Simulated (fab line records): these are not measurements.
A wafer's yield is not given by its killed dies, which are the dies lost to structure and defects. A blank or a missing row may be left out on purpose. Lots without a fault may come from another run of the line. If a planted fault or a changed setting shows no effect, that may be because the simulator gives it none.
Which tool was responsible? ; flow sky130 ; 13 lots, 39 wafers sampled, at 4 steps of a route of 708

WHAT THE GAUGES READ, wafer by wafer
The record lacks any reading of a measuring or inspecting step that a usual standard deviation could be used to judge.

WHICH TOOL RAN EACH LOT (tool, then ch and the chambers of the sampled wafers, then the start)
lot;SKY_LDD_HVP_SOFTBAKE_03;SKY_METAL3_ETCH_17;SKY_VIA3_ETCH_15;SKY_METAL4_SPUTTER_03
L632;litho track-01 ch 0, day 20 15:13;rie diel-03 ch 0,1, day 38 07:39;rie diel-01 ch 0,3, day 39 10:28;pvd sputter-04, day 39 11:57
L633;litho track-01 ch 0, day 21 14:02;rie diel-04 ch 0,1,3, day 39 00:51;rie diel-01 ch 1,2, day 40 03:10;pvd sputter-01, day 40 04:36
L634;litho track-02 ch 0, day 21 14:16;rie diel-01 ch 1,2,3, day 39 01:43;rie diel-01 ch 0,1,2, day 40 04:37;pvd sputter-04, day 40 06:01
L635;litho track-02 ch 0, day 22 09:40;rie diel-01 ch 0,1,2, day 39 16:56;rie diel-01 ch 0,1,2, day 40 19:30;pvd sputter-01, day 40 20:57
L639;litho track-04 ch 0, day 23 16:41;rie diel-01 ch 0,1,3, day 40 17:03;rie diel-04 ch 1,3, day 41 18:05;pvd sputter-04, day 41 19:54
L644;litho track-04 ch 0, day 25 13:08;rie diel-01 ch 0,1,3, day 42 05:13;rie diel-01 ch 0,2, day 43 05:46;pvd sputter-04, day 43 07:10
L645;litho track-04 ch 0, day 25 21:12;rie diel-01 ch 1,2, day 42 10:18;rie diel-02 ch 0,2, day 43 11:01;pvd sputter-03, day 43 12:26
L650;litho track-01 ch 0, day 27 04:18;rie diel-03 ch 2,3, day 43 13:15;rie diel-01 ch 2,3, day 44 13:02;pvd sputter-01, day 44 14:26
L649;litho track-01 ch 0, day 27 09:00;rie diel-01 ch 0,1,3, day 43 16:12;rie diel-01 ch 0,2,3, day 44 16:22;pvd sputter-03, day 44 17:46
L652;litho track-02 ch 0, day 28 00:22;rie diel-01 ch 0,2,3, day 44 05:48;rie diel-01 ch 0,1,3, day 45 05:09;pvd sputter-04, day 45 06:34
L653;litho track-04 ch 0, day 28 06:21;rie diel-01 ch 0,1, day 44 11:09;rie diel-02 ch 0,2,3, day 45 09:22;pvd sputter-03, day 45 10:46
L654;litho track-02 ch 0, day 28 18:47;rie diel-04 ch 0,1, day 44 20:42;rie diel-02 ch 1,3, day 45 19:35;pvd sputter-03, day 45 20:59
L655;litho track-04 ch 0, day 29 06:11;rie diel-01 ch 0,1, day 45 03:37;rie diel-02 ch 0,1,2, day 46 02:05;pvd sputter-03, day 46 03:31
- SKY_LDD_HVP_SOFTBAKE_03: time 60 s.
- SKY_METAL3_ETCH_17: etches SiO2 in C4F8/O2/Ar, stops on TiN, time 3.9 s, target depth 15 nm.
- SKY_VIA3_ETCH_15: etches SiO2 in C4F8/O2/Ar, stops on TiN, target depth 507 nm, time 78 s.
- SKY_METAL4_SPUTTER_03: material Ti, target thk 5 nm, time 3.3 s.

AS READ BY THE TOOLS THEMSELVES (means over the sampled wafers that have a number; for cases with no such wafer, the mark the record gives instead)
SKY_LDD_HVP_SOFTBAKE_03.
lot;tool;heater power total W (W);plate temp C (C)
L632;litho track-01;56.60;89.93
L633;litho track-01;56.52;89.77
L634;litho track-02;56.57;89.88
L635;litho track-02;56.58;90.15
L639;litho track-04;56.60;89.96
L644;litho track-04;56.58;90.10
L645;litho track-04;56.57;89.98
L650;litho track-01;55.58;88.84
L649;litho track-01;55.60;88.88
L652;litho track-02;56.59;90.37
L653;litho track-04;56.59;89.91
L654;litho track-02;56.57;89.96
L655;litho track-04;56.62;89.78

SKY_METAL3_ETCH_17.
lot;tool;oes product au (a.u.)
L632;rie diel-03;0.758
L633;rie diel-04;0.763
L634;rie diel-01;0.746
L635;rie diel-01;0.756
L639;rie diel-01;0.748
L644;rie diel-01;0.753
L645;rie diel-01;0.769
L650;rie diel-03;0.757
L649;rie diel-01;0.759
L652;rie diel-01;0.752
L653;rie diel-01;0.754
L654;rie diel-04;0.763
L655;rie diel-01;0.768

SKY_VIA3_ETCH_15.
lot;tool;oes product au (a.u.)
L632;rie diel-01;0.938
L633;rie diel-01;0.935
L634;rie diel-01;0.942
L635;rie diel-01;0.936
L639;rie diel-04;0.935
L644;rie diel-01;0.938
L645;rie diel-02;0.936
L650;rie diel-01;0.937
L649;rie diel-01;0.937
L652;rie diel-01;0.944
L653;rie diel-02;0.941
L654;rie diel-02;0.940
L655;rie diel-02;0.935

SKY_METAL4_SPUTTER_03.
lot;tool;throttle valve pct (%)
L632;pvd sputter-04;30.3
L633;pvd sputter-01;30.8
L634;pvd sputter-04;29.6
L635;pvd sputter-01;30.2
L639;pvd sputter-04;29.4
L644;pvd sputter-04;29.6
L645;pvd sputter-03;30.2
L650;pvd sputter-01;30.3
L649;pvd sputter-03;30.4
L652;pvd sputter-04;29.4
L653;pvd sputter-03;30.3
L654;pvd sputter-03;30.3
L655;pvd sputter-03;30.8

THE ANSWER, worked out from the rows above alone
Rule: usual is defined by the lots themselves. Put in order of their means at a reading, lots are off if they are a third of the lots or fewer, leave a main group of 4 or more, and stand apart from it by a gap of 3 or more times the standard deviation of the main group's means; of several such gaps the widest counts. If all means in a main group match to the digits the tables above print for the reading, that group is not used. A lot without any number at a reading at which 4 lots or more have one is off too. Any other lot the step has rows for is counted as sound. After the gauges, taken in route order, come the tools' own readings; for these a lot's mean is taken, as printed above. The first step at which some lot is off is used, and at that step the reading that is off furthest; a lot without a number counts as furthest.
Off at SKY_LDD_HVP_SOFTBAKE_03 (heater power total W): L650, L649. Main group: mean 56.58 W, sd 0.024.
If a tool, at that step or one of the process steps before it, ran each lot that is off and ran no sound lot following the first of them, it fits. One fits: SKY_LDD_HVP_SOFTBAKE_03 on litho track-01. Its last sound lot is L633 (day 21 14:02), its first lot that is off L650 (day 27 04:18): a fault that began between those two fits.
The tool's own readings at SKY_LDD_HVP_SOFTBAKE_03 bear it out: on the lots that are off they differ by more than 5 times the standard deviation of the sound lots' means. heater power total W reads 55.59 W there against 56.58 W on the sound lots; plate temp C reads 88.86 C there against 89.98 C on the sound lots.

WHAT THE SIMULATOR HAD PUT IN
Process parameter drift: litho track-01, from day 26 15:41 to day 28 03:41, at SKY_LDD_HVP_SOFTBAKE_03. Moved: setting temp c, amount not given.
Struck lots among those shown: L650, L649. This agrees with what the rule above found.
